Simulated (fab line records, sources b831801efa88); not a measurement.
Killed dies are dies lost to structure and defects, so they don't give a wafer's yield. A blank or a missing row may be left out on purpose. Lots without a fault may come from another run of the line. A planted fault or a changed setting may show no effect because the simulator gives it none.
fab line records | flow gf180mcu
record lots=13 wafers=39 last_day=34
route steps=602 shown VT_IMPLANT@119 MVSD@136 HV_LDD@185
lots that met no fault: from a run of the same line without faults
start_h: hours from the record's first day to the start of the lot's first wafer shown | wait_h: hours since the lot's step before | " the same as in the row above | L1.1+2: a row that stands for several wafers | - no value, or no start given | * or withheld: withheld | < > ~ a bound
route shown NAME@n: a module of which the file shows steps, and the number in the route of the first | usual: mean/standard deviation of fault-free wafers | same: alike in all rows | chamber/n: place in a boat | sites: the reading at each site | _std_site: their standard deviation | _edge_site: outer sites' mean less inner sites' | radius_mm: how far each site lies from the wafer's centre | mask NAME#n: copy n | behind: the tool/chamber that last shaped the wafer | hold: why the lot was held/for how many hours/how that ended | device: the transistor (n, p or np) that didn't switch | end of line: the same wafers' tests at the end of the route | a step without rows: its recipe alone | killed: dies lost to structure and defects at the first sort, not the wafer's yield | map: a wafer's dies, x killed, . not, _ none there
set.NAME: the setting as run; set.NAME@STEP: as run at that earlier step | model.NAME: the simulator's own value behind a step, which no gauge read
steps of the route over a sample of lots; a table a step, a row a wafer
services: from which hour (start_h, from the record's first day; less than 0 if before it) a tool's chamber was out of use, for how many hours, and why
## steps
# step GF_VT_IMPLANT_OVL_MEAS_29
# usual VT_IMPLANT_02_OVL=0.0/1.4
# columns lot.wafer tool chamber start_h wait_h VT_IMPLANT_02_OVL[nm]
L765.1 overlay-02 - 148.19 0.1 1.3
L765.5 " - " " 1.3
L765.6 " - " " 2.6
L766.3 overlay-01 - 155.39 0.1 -0.9
L766.5 " - " " -1.5
L766.6 " - " " -1.1
L767.2 overlay-02 - 157.73 0.1 1.5
L767.3 " - " " 2.0
L767.4 " - " " 2.7
L768.3 overlay-01 - 168.69 0.1 -3.0
L768.4 " - " " -3.4
L768.6 " - " " -1.7
L769.2 overlay-01 - 172.94 0.1 -0.5
L769.4 " - " " -1.4
L769.6 " - " " 0.2
L770.2 overlay-02 - 178.38 0.1 1.1
L770.3 " - " " 1.2
L770.4 " - " " -0.2
L778.2 overlay-01 - 236.34 0.1 2.1
L778.3 " - " " 3.1
L778.5 " - " " 1.9
L780.1 overlay-02 - 245.84 0.1 -0.5
L780.4 " - " " -1.0
L780.5 " - " " 0.1
L781.1 overlay-02 - 257.08 0.1 1.0
L781.2 " - " " -0.8
L781.5 " - " " 0.1
L782.2 overlay-01 - 257.18 0.1 -1.3
L782.4 " - " " -0.2
L782.5 " - " " 0.4
L784.2 overlay-02 - 272.68 0.1 2.2
L784.5 " - " " 0.8
L784.6 " - " " -0.1
L787.1 overlay-02 - 290.42 0.1 0.7
L787.5 " - " " -0.6
L787.6 " - " " -1.2
L786.1 overlay-01 - 291.23 0.1 0.3
L786.2 " - " " 1.0
L786.6 " - " " -0.7
# step GF_VT_IMPLANT_RS_MEAS_46
# recipe thk_meas_gauge=four-point-probe
# usual MVSD_RS=456.6/1.3
# columns lot.wafer tool chamber start_h wait_h MVSD_RS[ohm/sq]
L765.1 film_metro-03 - 165.03 0.1 457.6
L765.5 " - " " 456.6
L765.6 " - " " 458.4
L766.3 film_metro-01 - 172.41 0.1 457.1
L766.5 " - " " 456.4
L766.6 " - " " 455.9
L767.2 film_metro-02 - 174.49 0.1 457.4
L767.3 " - " " 458.3
L767.4 " - " " 457.8
L768.3 film_metro-01 - 185.76 0.1 457.4
L768.4 " - " " 455.9
L768.6 " - " " 457.2
L769.2 film_metro-02 - 189.89 0.1 458.8
L769.4 " - " " 457.7
L769.6 " - " " 457.3
L770.2 film_metro-03 - 195.69 0.1 457.0
L770.3 " - " " 457.3
L770.4 " - " " 456.1
L778.2 film_metro-01 - 254.84 0.1 457.9
L778.3 " - " " 456.5
L778.5 " - " " 456.5
L780.1 film_metro-02 - 264.49 0.1 458.3
L780.4 " - " " 457.4
L780.5 " - " " 457.2
L781.1 film_metro-01 - 276.37 0.1 455.1
L781.2 " - " " 457.1
L781.5 " - " " 456.5
L782.2 film_metro-03 - 276.64 0.1 455.6
L782.4 " - " " 456.1
L782.5 " - " " 454.8
L784.2 film_metro-02 - 293.39 0.1 456.5
L784.5 " - " " 456.7
L784.6 " - " " 458.4
L787.1 film_metro-02 - 311.17 0.1 456.5
L787.5 " - " " 458.4
L787.6 " - " " 458.4
L786.1 film_metro-03 - 311.88 0.1 456.3
L786.2 " - " " 456.5
L786.6 " - " " 456.5
# step GF_HV_LDD_IMPLANT_09
# recipe species=As energy_kev=40 dose_cm2=1e+14 tilt_deg=7
# usual tilt_deg=6.997/0.019
# columns lot.wafer tool chamber start_h wait_h tilt_deg
L765.1 implanter-03 0 223.24 0.0 7.020
L765.5 " 0 " " 7.011
L765.6 " 0 " " 7.025
L766.3 implanter-02 0 231.79 0.1 6.976
L766.5 " 0 " " 6.989
L766.6 " 0 " " 7.011
L767.2 implanter-02 0 234.80 0.0 6.999
L767.3 " 0 " " 6.943
L767.4 " 0 " " 6.988
L768.3 implanter-01 0 246.88 0.1 7.019
L768.4 " 0 " " 7.011
L768.6 " 0 " " 6.963
L769.2 implanter-02 0 253.12 0.0 7.021
L769.4 " 0 " " 7.007
L769.6 " 0 " " 6.993
L770.2 implanter-03 0 257.82 0.0 6.982
L770.3 " 0 " " 6.962
L770.4 " 0 " " 7.009
L778.2 implanter-02 0 326.17 0.0 -0.033
L778.3 " 0 " " -0.002
L778.5 " 0 " " -0.026
L780.1 implanter-02 0 332.29 0.0 -0.036
L780.4 " 0 " " -0.009
L780.5 " 0 " " -0.019
L781.1 implanter-01 0 345.49 0.0 6.993
L781.2 " 0 " " 6.986
L781.5 " 0 " " 6.994
L782.2 implanter-03 0 348.65 0.0 7.005
L782.4 " 0 " " 7.011
L782.5 " 0 " " 7.001
L784.2 implanter-01 0 364.27 0.0 7.015
L784.5 " 0 " " 7.016
L784.6 " 0 " " 7.024
L787.1 implanter-01 0 382.79 0.0 6.982
L787.5 " 0 " " 7.011
L787.6 " 0 " " 6.983
L786.1 implanter-03 0 386.29 0.0 6.955
L786.2 " 0 " " 6.981
L786.6 " 0 " " 6.984
# step GF_HV_LDD_TW_MEAS_11
# usual HV_LDD_TW=2441/28
# columns lot.wafer tool chamber start_h wait_h HV_LDD_TW
L765.1 film_metro-03 - 223.49 0.1 2472
L765.5 " - " " 2465
L765.6 " - " " 2480
L766.3 film_metro-01 - 232.01 0.1 2438
L766.5 " - " " 2444
L766.6 " - " " 2449
L767.2 film_metro-01 - 235.04 0.1 2446
L767.3 " - " " 2452
L767.4 " - " " 2437
L768.3 film_metro-03 - 247.10 0.1 2467
L768.4 " - " " 2476
L768.6 " - " " 2473
L769.2 film_metro-02 - 253.36 0.1 2391
L769.4 " - " " 2402
L769.6 " - " " 2397
L770.2 film_metro-02 - 258.05 0.1 2392
L770.3 " - " " 2394
L770.4 " - " " 2399
L778.2 film_metro-01 - 326.40 0.1 2208
L778.3 " - " " 2222
L778.5 " - " " 2206
L780.1 film_metro-02 - 332.54 0.1 2180
L780.4 " - " " 2181
L780.5 " - " " 2189
L781.1 film_metro-01 - 345.74 0.1 2423
L781.2 " - " " 2414
L781.5 " - " " 2407
L782.2 film_metro-03 - 348.89 0.1 2489
L782.4 " - " " 2477
L782.5 " - " " 2466
L784.2 film_metro-03 - 364.50 0.1 2471
L784.5 " - " " 2462
L784.6 " - " " 2467
L787.1 film_metro-03 - 383.04 0.1 2469
L787.5 " - " " 2462
L787.6 " - " " 2474
L786.1 film_metro-02 - 386.54 0.1 2413
L786.2 " - " " 2425
L786.6 " - " " 2415
# step GF_HV_LDD_OVL_MEAS_32
# usual HV_LDD_02_OVL=0.1/1.5
# columns lot.wafer tool chamber start_h wait_h HV_LDD_02_OVL[nm]
L765.1 overlay-01 - 260.16 0.1 -3.7
L765.5 " - " " -1.8
L765.6 " - " " -2.5
L766.3 overlay-01 - 269.87 0.1 -1.2
L766.5 " - " " -1.7
L766.6 " - " " -1.5
L767.2 overlay-01 - 272.56 0.1 0.5
L767.3 " - " " 0.0
L767.4 " - " " 2.5
L768.3 overlay-02 - 284.87 0.1 1.0
L768.4 " - " " 0.3
L768.6 " - " " -0.5
L769.2 overlay-02 - 292.66 0.1 -1.1
L769.4 " - " " -2.3
L769.6 " - " " -1.7
L770.2 overlay-02 - 296.75 0.1 0.8
L770.3 " - " " 3.3
L770.4 " - " " 0.8
L778.2 overlay-01 - 370.09 0.1 0.2
L778.3 " - " " 0.4
L778.5 " - " " -1.2
L780.1 overlay-01 - 376.50 0.1 -0.3
L780.4 " - " " -1.4
L780.5 " - " " -0.9
L781.1 overlay-01 - 391.14 0.1 -0.8
L781.2 " - " " 0.0
L781.5 " - " " -0.1
L782.2 overlay-02 - 394.51 0.1 2.2
L782.4 " - " " 0.8
L782.5 " - " " 2.2
L784.2 overlay-02 - 410.41 0.1 2.0
L784.5 " - " " 1.2
L784.6 " - " " 2.0
L787.1 overlay-02 - 429.75 0.1 1.4
L787.5 " - " " 0.9
L787.6 " - " " 1.0
L786.1 overlay-02 - 434.54 0.1 -0.7
L786.2 " - " " -0.2
L786.6 " - " " 0.1
# step GF_HV_LDD_RS_MEAS_53
# recipe thk_meas_gauge=four-point-probe
# usual HV_LDD_RS=417.9/0.89
# columns lot.wafer tool chamber start_h wait_h HV_LDD_RS[ohm/sq]
L765.1 film_metro-03 - 279.67 0.1 418.6
L765.5 " - " " 417.9
L765.6 " - " " 416.7
L766.3 film_metro-02 - 290.11 0.1 418.3
L766.5 " - " " 417.9
L766.6 " - " " 416.6
L767.2 film_metro-03 - 294.02 0.1 416.7
L767.3 " - " " 417.3
L767.4 " - " " 417.1
L768.3 film_metro-03 - 306.24 0.1 418.0
L768.4 " - " " 418.9
L768.6 " - " " 417.6
L769.2 film_metro-03 - 313.77 0.1 417.5
L769.4 " - " " 416.5
L769.6 " - " " 418.1
L770.2 film_metro-02 - 318.09 0.1 417.8
L770.3 " - " " 419.1
L770.4 " - " " 418.0
L778.2 film_metro-02 - 394.16 0.1 395.3
L778.3 " - " " 394.8
L778.5 " - " " 394.5
L780.1 film_metro-02 - 400.82 0.1 395.4
L780.4 " - " " 394.2
L780.5 " - " " 393.6
L781.1 film_metro-01 - 416.22 0.1 416.9
L781.2 " - " " 418.6
L781.5 " - " " 419.3
L782.2 film_metro-01 - 419.03 0.1 418.3
L782.4 " - " " 418.8
L782.5 " - " " 418.2
L784.2 film_metro-01 - 435.93 0.1 418.5
L784.5 " - " " 417.6
L784.6 " - " " 416.3
L787.1 film_metro-02 - 455.22 0.1 417.6
L787.5 " - " " 417.1
L787.6 " - " " 417.0
L786.1 film_metro-02 - 460.57 0.1 417.4
L786.2 " - " " 417.6
L786.6 " - " " 417.2
## services
# columns tool chamber start_h hours kind
implanter-02 - 223.98 6.3 repair
implanter-01 - 224.25 0.9 repair
implanter-02 - 242.97 4.9 repair
implanter-02 - 244.65 1.1 repair
implanter-03 - 263.76 3.5 pm
implanter-01 - 275.65 2.3 repair
implanter-02 - 304.53 2.4 repair
implanter-03 - 329.53 7.7 repair
implanter-03 - 342.70 3.9 pm
implanter-03 - 370.26 3.2 repair
## key
first_sign step=GF_HV_LDD_IMPLANT_09 reading=tilt_deg direction=down sigmas=99+ usual=6.997 struck=-0.021
effect step=GF_HV_LDD_TW_MEAS_11 reading=HV_LDD_TW direction=down sigmas=8.8 usual=2441 struck=2198
effect step=GF_HV_LDD_RS_MEAS_53 reading=HV_LDD_RS direction=down sigmas=26 usual=417.9 struck=394.6
met_at GF_HV_LDD_IMPLANT_09
struck_lots L778,L780
tester_left_out L778,L780
not_acting_at GF_VT_IMPLANT_OVL_MEAS_29,GF_VT_IMPLANT_RS_MEAS_46,GF_HV_LDD_OVL_MEAS_32
onset_between 253.12 326.17
fault kind=process_parameter_drift tool=implanter-02 chamber=- onset_h=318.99 steps=GF_HV_LDD_IMPLANT_09 channel=tilt_deg offset=-7 shape=step end_h=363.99 acts_in=these_recipes_only stated=7
# tester_left_out: of these lots the tester's yield and bins aren't shown, on N5 and GAA mostly nor the transistor test; their killed dies are dies lost to structure and defects alone, not to doping, threshold or leakage, so they don't give the yield
